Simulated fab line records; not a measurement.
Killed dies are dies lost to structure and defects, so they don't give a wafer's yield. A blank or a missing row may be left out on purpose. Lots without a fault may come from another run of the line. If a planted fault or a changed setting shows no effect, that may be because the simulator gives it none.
A struck lot beside a sound one | flow sky130 | 35 steps out of a route of 708
Sound: wafers L856.1, L856.4, L856.6. The struck wafers were L864.2, L864.3, L864.5. Last of all comes the cause.
At each step with rows: each side's tool, then ch and its chambers, then its first start. Under that, the readings that differ: sound wafers | struck wafers | difference of the means | sigmas: that difference in standard deviations of wafers without a fault.
alike: readings with means less than 2 such deviations apart, plus words and numbers identical on both sides. not compared: withheld readings, readings lacking a value on some wafer, bounds such as >300 that could conceal the same value, and numbers that have no deviation in the record and whose values overlap.
A row with sigmas, a row that says differs or no value, or rows on one side alone: a step with any of these is where the two part. Numbers that don't overlap but have no deviation are shown without sigmas and don't part them. A reading missing from all wafers of one side parts the sides only when that side holds two or more wafers.

SKY_SD_P_CD_MEAS_07: target cd 380 nm.
  struck on cd-sem-02, day 30 23:15; sound on cd-sem-02, day 26 18:52
  alike: cd-nm
SKY_SD_P_OVL_MEAS_08:
  struck on overlay-02, day 30 23:21; sound on overlay-01, day 26 18:59
  alike: SD_P_OVL
then, 1 step without rows for these wafers: SKY_SD_P_IMPLANT_09.
SKY_SD_P_STRIP_10: strips in O2/N2.
  sound on plasma-asher-02 ch 0,1, day 26 19:10; struck on plasma-asher-02 ch 0,1, day 30 23:32
  alike: drypump-motor-current-A, oes-product-au, strip-time-to-endpoint-s
  not compared: rf-hours-counter-h
SKY_SD_P_TW_MEAS_11:
  struck on film-metro-02, day 30 23:38; sound on film-metro-01, day 26 19:16
  alike: SD_P_TW
then, 7 steps without rows for these wafers: SKY_RES_XHIGH_DEHYDRATE_00 (time 60 s); SKY_RES_XHIGH_HMDS_01 (prime time 60 s); SKY_RES_XHIGH_COAT_02 (resist thk 1140 nm); SKY_RES_XHIGH_SOFTBAKE_03 (time 60 s); SKY_RES_XHIGH_EXPOSE_04 (exposes mask URPM, target cd 1270 nm); SKY_RES_XHIGH_PEB_05; SKY_RES_XHIGH_DEVELOP_06 (develop time 60 s).
SKY_RES_XHIGH_IMPLANT_07:
  sound on implanter-04 ch 0, day 28 00:11; struck on implanter-04 ch 0, day 32 03:37
  reading       | sound                       | struck                        | difference | sigmas
  beam-on-s (s) | 43 42 42                    | 24 24 24                      | -18        | -5
  dose-ions-cm2 | 3.605e+14 3.603e+14 3.6e+14 | 2.042e+14 2.042e+14 2.047e+14 | -1.559e+14 | -99 or more
SKY_RES_XHIGH_STRIP_08: strips in O2/N2.
  sound on plasma-asher-03 ch 0,1, day 28 00:20; struck on plasma-asher-02 ch 0,1, day 32 03:45
  reading                      | sound             | struck            | difference | sigmas
  strip-time-to-endpoint-s (s) | 14.25 14.28 14.25 | 14.18 14.18 14.17 | -0.08      | -2
  alike: drypump-motor-current-A, oes-product-au
  not compared: rf-hours-counter-h
SKY_RES_XHIGH_TW_MEAS_09:
  struck on film-metro-02, day 32 03:52; sound on film-metro-02, day 28 00:26
  reading      | sound          | struck         | difference | sigmas
  RES_XHIGH_TW | 1655 1652 1655 | 1398 1395 1393 | -259       | -22
then, 7 steps without rows for these wafers: SKY_SD_N_DEHYDRATE_00 (time 60 s); SKY_SD_N_HMDS_01 (prime time 60 s); SKY_SD_N_COAT_02 (resist thk 1140 nm); SKY_SD_N_SOFTBAKE_03 (time 60 s); SKY_SD_N_EXPOSE_04 (exposes mask NSDM, target cd 380 nm); SKY_SD_N_PEB_05; SKY_SD_N_DEVELOP_06 (develop time 60 s).
SKY_SD_N_CD_MEAS_07: target cd 380 nm.
  struck on cd-sem-02, day 33 06:35; sound on cd-sem-01, day 29 04:44
  alike: cd-nm
SKY_SD_N_OVL_MEAS_08:
  struck on overlay-02, day 33 06:41; sound on overlay-01, day 29 04:51
  alike: SD_N_OVL
then, 2 steps without rows for these wafers: SKY_SD_N_IMPLANT_09; SKY_SD_N_IMPLANT_10.
SKY_SD_N_STRIP_11: strips in O2/N2.
  sound on plasma-asher-03 ch 0, day 29 05:11; struck on plasma-asher-01 ch 0,1, day 33 07:01
  alike: drypump-motor-current-A, oes-product-au, strip-time-to-endpoint-s
  not compared: rf-hours-counter-h
SKY_SD_N_TW_MEAS_12:
  struck on film-metro-03, day 33 07:08; sound on film-metro-02, day 29 05:17
  alike: SD_N_TW
then, 1 step without rows for these wafers: SKY_SD_N_CLEAN_13 (cleans in SC1/SC2, time 150 s).
SKY_SD_N_RTA_14: time 2 s.
  sound on rtp-anneal-02 ch 0, day 29 05:27; struck on rtp-anneal-01 ch 0, day 33 07:14
  reading          | sound                | struck               | difference | sigmas
  wafer_temp_C_max | 1079.9 1079.7 1079.7 | 1076.0 1077.0 1077.0 | -3.1       | -2
  alike: lamp-power-pct
SKY_SD_N_RS_MEAS_16: a four-point-probe measurement.
  struck on film-metro-01, day 33 07:26; sound on film-metro-01, day 29 05:37
  alike: SD_N_RS
SKY_SD_N_RS_MEAS_17: a four-point-probe measurement.
  struck on film-metro-01, day 33 07:33; sound on film-metro-01, day 29 05:44
  alike: SD_P_RS
SKY_SD_N_RS_MEAS_18: a four-point-probe measurement.
  struck on film-metro-01, day 33 07:40; sound on film-metro-01, day 29 05:52
  reading               | sound             | struck            | difference | sigmas
  RES_XHIGH_RS (ohm/sq) | 332.8 333.1 333.2 | 527.1 526.7 525.6 | +193.4     | +99 or more
then, 1 step without rows for these wafers: SKY_SALICIDE_CLEAN_00 (cleans in HF-last, time 29.05 s).
-- the record jumps here: 16 days lie between the struck wafers' starts before and after (it left off in module SALICIDE and takes up again in module PAD_OPEN, whose first step shown is number 708 of the route) --
SKY_PAD_OPEN_PROBE_99:
  struck on prober-01, day 49 15:02; sound on prober-02, day 46 16:51
  reading                                  | sound            | struck                        | difference | sigmas
  model.etest.res-xhigh-po.line-ohm-um     | 5679 5557 5445   | 1.998e+04 2.023e+04 2.044e+04 | +1.466e+04 |
  model.etest.res-xhigh-po.rs-ohm-sq       | 1982 1951 1943   | 6860 7178 7052                | +5071      |
  model.etest.res-xhigh-po.rs-ohm-sq-range | 84.9 65.69 55.97 | 320.4 294.8 216.3             | +208.3     |
  alike: killed_at_M0_to_M3, killed_at_M4_up, killed-at-contacts, killed-at-front-end, killed-at-other, killed-dies, killed-open, killed-short
  not compared: model.etest.res-xhigh-po.rs-ohm-sq-rim-less-centre

## WHERE THEY PART
First at SKY_RES_XHIGH_IMPLANT_07; last, within this record, at SKY_SD_N_RS_MEAS_18. Later steps at which nothing parts them and some readings are alike: SKY_PAD_OPEN_PROBE_99.

WHY: what had been put in by the simulator
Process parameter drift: implanter-04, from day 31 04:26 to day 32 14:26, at SKY_RES_XHIGH_IMPLANT_07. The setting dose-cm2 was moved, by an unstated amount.
